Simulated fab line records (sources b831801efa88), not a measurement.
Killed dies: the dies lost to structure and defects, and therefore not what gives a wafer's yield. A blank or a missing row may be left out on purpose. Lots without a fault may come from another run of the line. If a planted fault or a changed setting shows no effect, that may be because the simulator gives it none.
fab line records    flow sky130
record: lots: 7  wafers: 20  last_day: 50
route steps=708 shown VIA4@645 METAL5@661 PAD_OPEN@708
lots that met no fault: from a run of the same line without faults
start_h: start of the lot's first displayed wafer, in hours after the record's first day    wait_h: time in hours since the lot's previous step    " as in the row above    L1.1+2: a single row standing in for several wafers    - no value, or no start was given    * or withheld: withheld    < > ~ a bound
route shown NAME@n: names a module that has steps shown in the file, with the first one's number in the route    usual: the fault-free wafers' mean and standard deviation    same: alike in all rows    chamber/n: place in a boat    sites: each site's reading    _std_site: how widely they spread, as a standard deviation    _edge_site: the outer-site mean with the inner-site mean subtracted    radius_mm: how far each site lies from the wafer's centre    mask NAME#n: copy n    behind: the most recent tool/chamber to have shaped the wafer    hold: the reason the lot was held/the length of the hold in hours/how it ended    device: transistor that didn't switch, given as n, p or np    end of line: the route-end tests of the same wafers    a step with no rows: only its recipe    killed: not the wafer's yield, but the dies lost to structure and defects at the first sort    map: per-die view of a wafer (x killed, . not killed, _ where there is no die)
set.NAME: the setting as run; set.NAME@STEP: as run at that earlier step    model.NAME: the simulator's own value behind a step, which no gauge read
lots seen at some steps along the route; tables by step, rows by wafer
services: when a tool's chamber went out of use (start_h, in hours from the record's first day, below 0 if earlier), for how many hours, and the reason
== steps ==
step: SKY_VIA4_COAT_06
recipe: resist: NOVOLAK  spin_rpm: 3000  resist_thk_nm: 1140
step: SKY_VIA4_SOFTBAKE_07
recipe: temp_c: 90  time_s: 58.27  resist: NOVOLAK
step: SKY_VIA4_EXPOSE_08
recipe: mask_id: VIM4  na: 0.6  source_shape: conventional  sigma_outer: 0.6  polarization: unpolarized  target_cd_nm: 800  dose_mj: 132
step: SKY_VIA4_PEB_09
recipe: temp_c: withheld  time_s: *  resist: NOVOLAK
step: SKY_VIA4_DEVELOP_10
recipe: resist: NOVOLAK  developer: TMAH  develop_time_s: 60  dev_temp_c: 23
step: SKY_VIA4_OVL_MEAS_11
usual: VIA4_OVL: 0.2/1.5
lot.wafer  tool        chamber  start_h  wait_h  VIA4_OVL[nm]
L213.1     overlay-02  -        1025.47  0.1     1.9
L213.2     "           -        "        "       0.4
L213.4     "           -        "        "       0.5
L215.2     overlay-01  -        1039.38  0.1     2.9
L215.4     "           -        "        "       3.0
L215.5     "           -        "        "       2.1
L216.1     overlay-02  -        1046.52  0.1     -0.1
L216.2     "           -        "        "       0.8
L216.5     "           -        "        "       1.6
L224.1     overlay-02  -        1096.07  0.1     0.5
L224.2     "           -        "        "       1.5
L224.3     "           -        "        "       2.2
L230.1     overlay-01  -        1139.02  0.1     -1.4
L230.3     "           -        "        "       -0.2
L230.5     "           -        "        "       1.5
L228.3     overlay-01  -        1141.79  0.1     1.3
L228.4     "           -        "        "       3.7
L232.2     overlay-02  -        1141.87  0.1     -0.4
L232.3     "           -        "        "       -1.5
L232.6     "           -        "        "       -0.4
step: SKY_VIA4_ETCH_12
recipe: target: SiO2  chemistry: C4F8/O2/Ar  stop_on: TiN  mask_material: NOVOLAK  source_w: 1500  bias_w: 1200  pressure_mtorr: 40  c4f8_flow_sccm: withheld  O2_flow_sccm: 6  Ar_flow_sccm: 300  time_s: withheld  target_depth_a: 5800
usual: oes_product_au: 0.925/0.0048
lot.wafer  tool         chamber  start_h  wait_h  oes_product_au
L213.1     rie_diel-02  1        1025.51  0.0     0.926
L213.2     "            2        "        "       0.927
L213.4     "            0        "        "       0.926
L215.2     rie_diel-04  1        1039.41  0.0     0.927
L215.4     "            0        "        "       0.928
L215.5     "            0        "        "       0.931
L216.1     rie_diel-04  2        1046.55  0.0     0.926
L216.2     "            3        "        "       0.925
L216.5     "            1        "        "       0.924
L224.1     rie_diel-04  3        1096.10  0.0     0.919
L224.2     "            0        "        "       0.935
L224.3     "            2        "        "       0.920
L230.1     rie_diel-02  1        1139.06  0.0     0.927
L230.3     "            2        "        "       0.923
L230.5     "            0        "        "       0.938
L228.3     rie_diel-01  3        1141.81  0.0     0.923
L228.4     "            2        "        "       0.917
L232.2     rie_diel-02  0        1141.90  0.0     0.919
L232.3     "            2        "        "       0.931
L232.6     "            1        "        "       0.922
step: SKY_VIA4_STRIP_13
recipe: chemistry: O2/N2  power_w: 1400  pressure_mtorr: 1500  platen_temp_c: withheld  o2_flow_sccm: 3000  n2_flow_sccm: 300  overash_fraction: 0.5
usual: drypump_motor_current_A: 5.8/0.5  oes_product_au: 0.710/0.0041  strip_time_to_endpoint_s: 12.82/0.032
lot.wafer  tool             chamber  start_h  wait_h  drypump_motor_current_A  oes_product_au  rf_hours_counter_h  strip_time_to_endpoint_s
L213.1     plasma_asher-04  1        1025.58  -       6.1                      0.714           28                  12.78
L213.2     "                0        "        "       5.8                      0.715           28                  12.79
L213.4     "                0        "        "       5.8                      0.705           -                   12.80
L215.2     plasma_asher-03  1        1039.48  -       5.1                      0.708           118                 12.81
L215.4     "                1        "        "       5.1                      0.713           -                   12.88
L215.5     "                1        "        "       5.1                      0.717           -                   12.86
L216.1     plasma_asher-04  1        1046.62  -       6.1                      0.708           30                  12.82
L216.2     "                0        "        "       5.8                      0.710           30                  12.79
L216.5     "                1        "        "       6.1                      0.703           -                   12.81
L224.1     plasma_asher-04  1        1096.18  -       6.1                      0.713           36                  12.83
L224.2     "                0        "        "       5.8                      0.710           36                  12.79
L224.3     "                1        "        "       6.1                      0.710           -                   12.81
L230.1     plasma_asher-01  0        1139.13  -       6.6                      0.708           103                 12.85
L230.3     "                1        "        "       5.5                      0.710           -                   12.77
L230.5     "                0        "        "       6.6                      0.713           -                   12.82
L228.3     plasma_asher-03  0        1141.92  -       6.1                      0.710           -                   12.87
L228.4     "                1        "        "       5.1                      0.714           -                   12.77
L232.2     plasma_asher-01  1        1141.98  -       5.5                      0.712           104                 12.81
L232.3     "                0        "        "       6.6                      0.712           -                   12.76
L232.6     "                0        "        "       6.6                      0.712           -                   12.81
step: SKY_VIA4_STRIP_14
recipe: chemistry: post_etch_residue_remover  time_s: 1200  temp_c: 72.5
step: SKY_VIA4_CLEAN_15
recipe: chemistry: IPA  time_s: 180  temp_c: 25
step: SKY_VIA4_CLEAN_16
recipe: chemistry: O3/DIW  dry: n2_spin
step: SKY_VIA4_SPUTTER_17
recipe: material: TiN  target_thk_nm: 20  chamber_pressure_pa: 5  power_w: 4000  time_s: 80
usual: throttle_valve_pct: 30.8/1.5
lot.wafer  tool            chamber  start_h  wait_h  throttle_valve_pct
L213.1     pvd_sputter-01  -        1026.32  0.0     33.0
L213.2     "               -        "        "       33.1
L213.4     "               -        "        "       29.5
L215.2     pvd_sputter-03  -        1040.07  0.0     30.4
L215.4     "               -        "        "       29.8
L215.5     "               -        "        "       30.0
L216.1     pvd_sputter-03  -        1047.22  0.0     30.0
L216.2     "               -        "        "       29.9
L216.5     "               -        "        "       30.3
L224.1     pvd_sputter-04  -        1096.91  0.0     29.5
L224.2     "               -        "        "       28.1
L224.3     "               -        "        "       31.2
L230.1     pvd_sputter-04  -        1140.06  0.0     28.0
L230.3     "               -        "        "       31.2
L230.5     "               -        "        "       30.3
L228.3     pvd_sputter-01  -        1142.47  0.0     29.4
L228.4     "               -        "        "       33.0
L232.2     pvd_sputter-04  -        1142.61  0.0     29.7
L232.3     "               -        "        "       31.3
L232.6     "               -        "        "       28.3
step: SKY_VIA4_CVD_18
recipe: material: W  target_thk_nm: 505  time_s: 152.14  temp_c: 400  pressure_torr: 40
usual: heater_power_w: 855/160  susceptor_temp_C: 400.04/0.2
lot.wafer  tool      chamber  start_h  wait_h  heater_power_w  since_wet_clean_h  susceptor_temp_C
L213.1     cvd_w-01  0        1026.38  0.0     679             102                399.59
L213.2     "         1        "        "       945             102                400.18
L213.4     "         0        "        "       680             -                  399.99
L213.1     cvd_w-01  0        1026.70  0.3     673             -                  400.02
L213.2     "         1        "        "       901             -                  400.61
L213.4     "         0        "        "       707             -                  400.11
L215.2     cvd_w-02  0        1040.13  0.0     711             636                400.00
L215.4     "         1        "        "       1044            -                  399.86
L215.5     "         1        "        "       1035            -                  399.82
L215.2     cvd_w-02  0        1040.45  0.3     713             -                  399.51
L215.4     "         1        "        "       1042            -                  399.95
L215.5     "         1        "        "       1047            -                  400.12
L216.1     cvd_w-02  1        1047.28  0.0     1039            643                400.05
L216.2     "         0        "        "       685             643                399.83
L216.5     "         1        "        "       1048            -                  399.88
L216.1     cvd_w-02  1        1047.60  0.3     1058            -                  400.09
L216.2     "         0        "        "       720             -                  399.76
L216.5     "         1        "        "       1056            -                  399.98
L224.1     cvd_w-01  0        1096.98  0.0     718             173                399.90
L224.2     "         1        "        "       893             173                400.18
L224.3     "         0        "        "       712             -                  400.36
L230.1     cvd_w-02  1        1140.12  0.0     1071            736                400.00
L230.3     "         0        "        "       704             -                  400.08
L230.5     "         1        "        "       1064            -                  400.23
L228.3     cvd_w-02  1        1142.59  0.1     1028            -                  399.96
L228.4     "         0        "        "       714             -                  400.11
L232.2     cvd_w-01  1        1142.67  0.0     937             218                399.92
L232.3     "         1        "        "       932             -                  400.05
L232.6     "         1        "        "       906             -                  399.77
step: SKY_VIA4_RS_MEAS_19
recipe: thk_meas_gauge: four-point-probe  reads: W_of_VIA4_CVD_18+TiN_of_VIA4_SPUTTER_17
usual: VIA4_W_RS: 0.229/0.0031
lot.wafer  tool           chamber  start_h  wait_h  VIA4_W_RS[ohm/sq]
L213.1     film_metro-01  -        1026.85  0.1     0.112
L213.2     "              -        "        "       0.113
L213.4     "              -        "        "       0.113
L215.2     film_metro-01  -        1040.62  0.1     0.115
L215.4     "              -        "        "       0.115
L215.5     "              -        "        "       0.114
L216.1     film_metro-02  -        1047.75  0.1     0.115
L216.2     "              -        "        "       0.115
L216.5     "              -        "        "       0.115
L224.1     film_metro-01  -        1097.14  0.1     0.222
L224.2     "              -        "        "       0.225
L224.3     "              -        "        "       0.225
L230.1     film_metro-01  -        1140.27  0.1     0.228
L230.3     "              -        "        "       0.226
L230.5     "              -        "        "       0.232
L228.3     film_metro-01  -        1142.73  0.1     0.230
L228.4     "              -        "        "       0.230
L232.2     film_metro-02  -        1142.84  0.1     0.222
L232.3     "              -        "        "       0.221
L232.6     "              -        "        "       0.223
step: SKY_VIA4_THK_MEAS_20
recipe: thk_meas_gauge: xrf  reads: W_of_VIA4_CVD_18
usual: VIA4_W_THK: 515/9.7
lot.wafer  tool           chamber  start_h  wait_h  VIA4_W_THK[nm]
L213.1     film_metro-01  -        1026.97  0.1     -
L213.2     "              -        "        "       -
L213.4     "              -        "        "       -
L215.2     film_metro-01  -        1040.85  0.2     -
L215.4     "              -        "        "       -
L215.5     "              -        "        "       -
L216.1     film_metro-02  -        1047.87  0.1     -
L216.2     "              -        "        "       -
L216.5     "              -        "        "       -
L224.1     film_metro-01  -        1097.26  0.1     532
L224.2     "              -        "        "       523
L224.3     "              -        "        "       524
L230.1     film_metro-01  -        1140.39  0.1     519
L230.3     "              -        "        "       521
L230.5     "              -        "        "       510
L228.3     film_metro-01  -        1142.83  0.1     515
L228.4     "              -        "        "       515
L232.2     film_metro-02  -        1142.95  0.1     537
L232.3     "              -        "        "       534
L232.6     "              -        "        "       531
step: SKY_VIA4_CMP_21
recipe: stop_on: SiO2  t_overpolish_s: 25  down_force_psi: 3.5  platen_rpm: 61.14  target_thk_nm: 0  pad_velocity_m_s: 0.94248
usual: motor_current_A: 11.2/0.95  overpolish_run_s: 24.999/0.01  time_to_endpoint_s: 117/4.7
lot.wafer  tool    chamber  start_h  wait_h  motor_current_A  overpolish_run_s  time_to_endpoint_s
L213.2     cmp-02  1        1027.46  0.5     10.8             25.003            238
L213.1     "       2        "        "       10.6             24.990            248
L213.4     "       3        "        "       10.6             25.005            240
L215.2     cmp-01  2        1046.67  5.8     10.6             25.016            225
L215.4     "       0        "        "       13.4             24.996            239
L215.5     "       2        "        "       10.2             25.006            229
L216.1     cmp-01  2        1048.52  0.6     10.6             24.993            225
L216.2     "       0        "        "       13.5             24.993            228
L216.5     "       2        "        "       10.4             24.982            220
L224.1     cmp-02  2        1097.55  0.3     10.1             24.992            124
L224.3     "       0        "        "       11.7             24.998            120
L224.2     "       1        "        "       11.6             24.994            116
L230.3     cmp-02  2        1141.37  0.9     9.9              25.004            121
L230.1     "       3        "        "       10.9             25.008            109
L230.5     "       1        "        "       10.7             24.990            114
L228.4     cmp-02  0        1144.32  1.5     11.5             24.980            115
L228.3     "       1        "        "       11.4             24.990            113
L232.3     cmp-02  0        1144.67  1.7     11.5             25.018            124
L232.2     "       1        "        "       11.3             24.990            118
L232.6     "       2        "        "       10.4             24.999            121
step: SKY_METAL5_SPUTTER_00
recipe: material: Ti  target_thk_nm: 15  power_w: 3000  time_s: 10  chamber_pressure_pa: 0.4
usual: throttle_valve_pct: 30.0/0.9
lot.wafer  tool            chamber  start_h  wait_h  throttle_valve_pct
L213.1     pvd_sputter-03  -        1027.71  0.1     29.9
L213.2     "               -        "        "       30.3
L213.4     "               -        "        "       29.8
L215.2     pvd_sputter-04  -        1046.97  0.2     31.4
L215.4     "               -        "        "       29.2
L215.5     "               -        "        "       30.3
L216.1     pvd_sputter-04  -        1048.77  0.2     31.2
L216.2     "               -        "        "       28.1
L216.5     "               -        "        "       28.3
L224.1     pvd_sputter-03  -        1097.85  0.2     29.6
L224.2     "               -        "        "       30.3
L224.3     "               -        "        "       29.8
L230.1     pvd_sputter-04  -        1141.57  0.1     31.0
L230.3     "               -        "        "       29.8
L230.5     "               -        "        "       31.2
L228.3     pvd_sputter-04  -        1144.57  0.1     30.1
L228.4     "               -        "        "       28.1
L232.2     pvd_sputter-03  -        1144.87  0.1     29.8
L232.3     "               -        "        "       29.6
L232.6     "               -        "        "       29.8
step: SKY_PAD_OPEN_PROBE_99
usual: defect_limited_yield: 82.2/1.8  killed_at_M0_to_M3: 44/6.9  killed_at_M4_up: 3.3/2  killed_at_contacts: 25/5.4  killed_at_front_end: 16/4.6  killed_at_other: 0.2/0.51  killed_dies: 88/8.9  killed_open: 48/6.8  killed_short: 39/5.8  sort_bin_3_pad_short: 0.8/0.44  sort_bin_5_function: 10.6/1.4  sort_bin_6_memory: 6.4/1.1  sort_n_pass: 404/8.9  sort_yield_pct: 82.2/1.8
same: gross_dies: 492  killed_at_back_side: 0  sort_bin_4_leakage[%]: 0  sort_bin_8_speed[%]: 0
lot.wafer  tool       chamber  start_h  wait_h  defect_limited_yield[%]  killed_at_M0_to_M3  killed_at_M4_up  killed_at_contacts  killed_at_front_end  killed_at_other  killed_dies  killed_open  killed_short  sort_bin_3_pad_short[%]  sort_bin_5_function[%]  sort_bin_6_memory[%]  sort_n_pass  sort_yield_pct[%]
L213.1     prober-01  -        1095.96  0.1     81.7                     39                  4                27                  19                   1                90           43           47            1.0                      12.0                    5.3                   402          81.7
L213.2     prober-01  -        1096.01  0.1     82.5                     42                  6                23                  15                   0                86           42           44            1.2                      11.2                    5.1                   406          82.5
L213.4     prober-01  -        1096.11  0.2     82.1                     43                  1                28                  16                   0                88           42           46            1.2                      10.0                    6.7                   404          82.1
L215.2     prober-01  -        1113.62  0.1     75.4                     54                  6                36                  24                   1                121          64           57            2.2                      13.4                    8.9                   371          75.4
L215.4     prober-01  -        1113.72  0.2     84.8                     40                  4                19                  11                   1                75           43           31            0.8                      9.3                     5.1                   417          84.8
L215.5     prober-01  -        1113.77  0.2     80.7                     51                  2                19                  22                   1                95           48           46            0.2                      11.4                    7.7                   397          80.7
L216.1     prober-02  -        1114.69  0.1     81.1                     45                  8                31                  9                    0                93           45           48            1.4                      11.4                    6.1                   399          81.1
L216.2     prober-02  -        1114.74  0.1     83.1                     34                  2                27                  20                   0                83           40           42            0.4                      9.1                     7.3                   409          83.1
L216.5     prober-02  -        1114.89  0.2     82.9                     39                  3                23                  19                   0                84           45           39            1.4                      10.4                    5.3                   408          82.9
L224.1     prober-02  -        1159.38  0.1     79.3                     62                  6                18                  16                   0                102          58           44            0.8                      12.8                    7.1                   390          79.3
L224.2     prober-02  -        1159.43  0.1     82.3                     49                  2                21                  15                   0                87           50           36            1.2                      9.1                     7.3                   405          82.3
L224.3     prober-02  -        1159.48  0.2     81.5                     54                  6                15                  15                   1                91           43           46            1.0                      10.6                    6.9                   401          81.5
L230.1     prober-01  -        1196.78  0.1     83.3                     40                  5                22                  14                   1                82           45           36            0.4                      9.6                     6.7                   410          83.3
L230.3     prober-01  -        1196.88  0.2     82.9                     37                  5                31                  11                   0                84           52           32            0.8                      10.8                    5.5                   408          82.9
L230.5     prober-01  -        1196.98  0.2     83.7                     48                  9                14                  9                    0                80           46           34            0.2                      9.1                     6.9                   412          83.7
L228.3     prober-02  -        1199.88  0.2     83.7                     31                  4                25                  20                   0                80           45           35            0.8                      9.3                     6.1                   412          83.7
L228.4     prober-02  -        1199.93  0.2     80.9                     52                  2                18                  22                   0                94           58           35            0.4                      11.8                    6.9                   398          80.9
killed by level:class
L213.1 LOCAL_INTERCONNECT:geometric_particle:short=8 CONTACT:geometric_particle:short=8 METAL2:geometric_particle:short=8 FIELD_ISO:geometric_particle:open=6 LI_CONTACT:geometric_particle:open=6 VIA2:geometric_particle:open=5 POLY_GATE:geometric_particle:open=4 POLY_GATE:geometric_particle:short=4
L213.2 METAL2:geometric_particle:short=10 FIELD_ISO:geometric_particle:open=7 LI_CONTACT:geometric_particle:open=7 CONTACT:geometric_particle:short=6 VIA1:geometric_particle:open=6 VIA3:geometric_particle:short=6 CONTACT:geometric_particle:open=5 METAL1:geometric_particle:short=4
L213.4 LI_CONTACT:geometric_particle:open=9 VIA2:geometric_particle:open=9 VIA1:geometric_particle:short=8 CONTACT:geometric_particle:open=8 VIA1:geometric_particle:open=7 POLY_GATE:geometric_particle:short=6 METAL2:geometric_particle:short=6 METAL3:geometric_particle:short=6
L215.2 CONTACT:geometric_particle:open=19 VIA1:geometric_particle:open=10 FIELD_ISO:geometric_particle:short=8 METAL2:geometric_particle:short=8 VIA3:geometric_particle:open=7 VIA3:geometric_particle:short=7 POLY_GATE:geometric_particle:open=6 LI_CONTACT:geometric_particle:open=6
L215.4 CONTACT:geometric_particle:open=10 VIA1:geometric_particle:open=7 METAL1:geometric_particle:short=5 METAL2:geometric_particle:short=5 LI_CONTACT:geometric_particle:open=4 VIA3:geometric_particle:short=4 VIA3:geometric_particle:open=4 FIELD_ISO:geometric_particle:open=3
L215.5 CONTACT:geometric_particle:open=9 METAL2:geometric_particle:short=9 VIA1:geometric_particle:open=8 VIA2:geometric_particle:open=8 FIELD_ISO:geometric_particle:short=7 VIA2:geometric_particle:short=7 POLY_GATE:geometric_particle:open=5 METAL2:geometric_particle:open=5
L216.1 CONTACT:geometric_particle:open=10 VIA1:geometric_particle:open=10 LI_CONTACT:geometric_particle:open=7 VIA1:geometric_particle:short=7 METAL4:geometric_particle:short=6 LOCAL_INTERCONNECT:geometric_particle:short=5 VIA3:geometric_particle:open=5 CONTACT:geometric_particle:short=5
L216.2 CONTACT:geometric_particle:open=13 FIELD_ISO:geometric_particle:short=8 VIA1:geometric_particle:open=8 CONTACT:geometric_particle:short=6 VIA2:geometric_particle:open=5 METAL3:geometric_particle:short=5 FIELD_ISO:geometric_particle:open=4 POLY_GATE:geometric_particle:short=4
L216.5 CONTACT:geometric_particle:open=9 VIA1:geometric_particle:open=8 FIELD_ISO:geometric_particle:open=7 FIELD_ISO:geometric_particle:short=7 VIA1:geometric_particle:short=7 LI_CONTACT:geometric_particle:open=6 VIA3:geometric_particle:open=6 LOCAL_INTERCONNECT:geometric_particle:short=5
L224.1 VIA1:geometric_particle:open=18 VIA3:geometric_particle:open=12 VIA2:geometric_particle:open=8 METAL1:geometric_particle:short=8 VIA3:geometric_particle:short=6 METAL4:geometric_particle:short=5 FIELD_ISO:geometric_particle:open=4 LI_CONTACT:geometric_particle:open=4
L224.2 VIA1:geometric_particle:open=18 VIA3:geometric_particle:open=8 POLY_GATE:geometric_particle:short=7 CONTACT:geometric_particle:open=7 VIA2:geometric_particle:open=6 CONTACT:geometric_particle:short=4 METAL1:geometric_particle:short=4 VIA1:geometric_particle:short=4
L224.3 VIA2:geometric_particle:open=9 VIA3:geometric_particle:open=8 VIA1:geometric_particle:short=7 METAL2:geometric_particle:short=7 VIA1:geometric_particle:open=6 LI_CONTACT:geometric_particle:open=6 METAL4:geometric_particle:short=5 METAL1:geometric_particle:short=5
L230.1 VIA1:geometric_particle:open=8 CONTACT:geometric_particle:open=7 LI_CONTACT:geometric_particle:open=6 VIA2:geometric_particle:open=6 VIA2:geometric_particle:short=5 VIA3:geometric_particle:open=5 VIA1:geometric_particle:short=5 FIELD_ISO:geometric_particle:short=4
L230.3 CONTACT:geometric_particle:open=12 VIA2:geometric_particle:open=9 LI_CONTACT:geometric_particle:open=8 VIA1:geometric_particle:open=7 VIA3:geometric_particle:open=6 LOCAL_INTERCONNECT:geometric_particle:short=5 METAL4:geometric_particle:short=5 LI_CONTACT:geometric_particle:short=4
L230.5 VIA2:geometric_particle:open=10 CONTACT:geometric_particle:open=9 VIA1:geometric_particle:open=9 VIA3:geometric_particle:open=7 METAL4:geometric_particle:short=7 FIELD_ISO:geometric_particle:short=5 METAL2:geometric_particle:short=5 METAL1:geometric_particle:short=4
L228.3 VIA1:geometric_particle:open=9 CONTACT:geometric_particle:short=9 FIELD_ISO:geometric_particle:open=8 LI_CONTACT:geometric_particle:open=6 POLY_GATE:geometric_particle:short=5 CONTACT:geometric_particle:open=5 VIA2:geometric_particle:open=5 VIA1:geometric_particle:short=4
L228.4 VIA1:geometric_particle:open=9 CONTACT:geometric_particle:open=9 VIA2:geometric_particle:open=9 FIELD_ISO:geometric_particle:short=8 FIELD_ISO:geometric_particle:open=6 POLY_GATE:geometric_particle:open=6 VIA3:geometric_particle:open=6 METAL2:geometric_particle:short=6
== services ==
tool             chamber  start_h  hours  kind
cmp-02           -        1011.90  4.4    pm
cmp-01           -        1024.91  10.5   repair
cmp-02           -        1035.63  11.4   pm
cmp-01           -        1036.16  7.5    repair
cmp-01           -        1036.56  5.1    repair
pvd_sputter-01   -        1043.03  21.2   repair
pvd_sputter-04   -        1044.65  2.2    repair
plasma_asher-03  -        1055.25  9.0    pm
cvd_w-02         -        1067.06  2.4    repair
pvd_sputter-04   3        1069.95  -      consumable_replace:kit
pvd_sputter-04   3        1069.95  18.0   scheduled_down
pvd_sputter-04   3        1069.95  18.0   vent_cycle
pvd_sputter-03   -        1074.06  7.4    repair
pvd_sputter-03   -        1080.23  2.0    repair
cmp-02           -        1084.03  4.0    pm
rie_diel-04      -        1090.97  0.4    repair
pvd_sputter-01   -        1093.10  6.4    repair
rie_diel-01      -        1096.45  0.4    repair
rie_diel-01      0        1113.52  4.2    repair
pvd_sputter-01   -        1117.76  3.9    repair
plasma_asher-01  -        1124.13  13.3   repair
pvd_sputter-03   3        1137.72  -      consumable_replace:kit
cmp-01           -        1138.78  6.7    pm
pvd_sputter-01   -        1143.38  1.1    repair
== key ==
first_sign: step: SKY_VIA4_CVD_18  reading: visit  direction: added
effect: step: SKY_VIA4_RS_MEAS_19  reading: VIA4_W_RS  direction: down  sigmas: 37  usual: 0.229  struck: 0.114
effect: step: SKY_VIA4_THK_MEAS_20  reading: VIA4_W_THK  direction: missing
effect: step: SKY_VIA4_CMP_21  reading: time_to_endpoint_s  direction: up  sigmas: 25  usual: *  struck: *
met_at SKY_VIA4_CVD_18
struck_wafers L213.1,L213.2,L213.4,L215.2,L215.4,L215.5,L216.1,L216.2,L216.5
fault: kind: repeated_step_whole  tool: cvd_w-01,cvd_w-02  chamber: -  onset_h: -  steps: SKY_VIA4_CVD_18  times: 1  scope: struck_lots_only
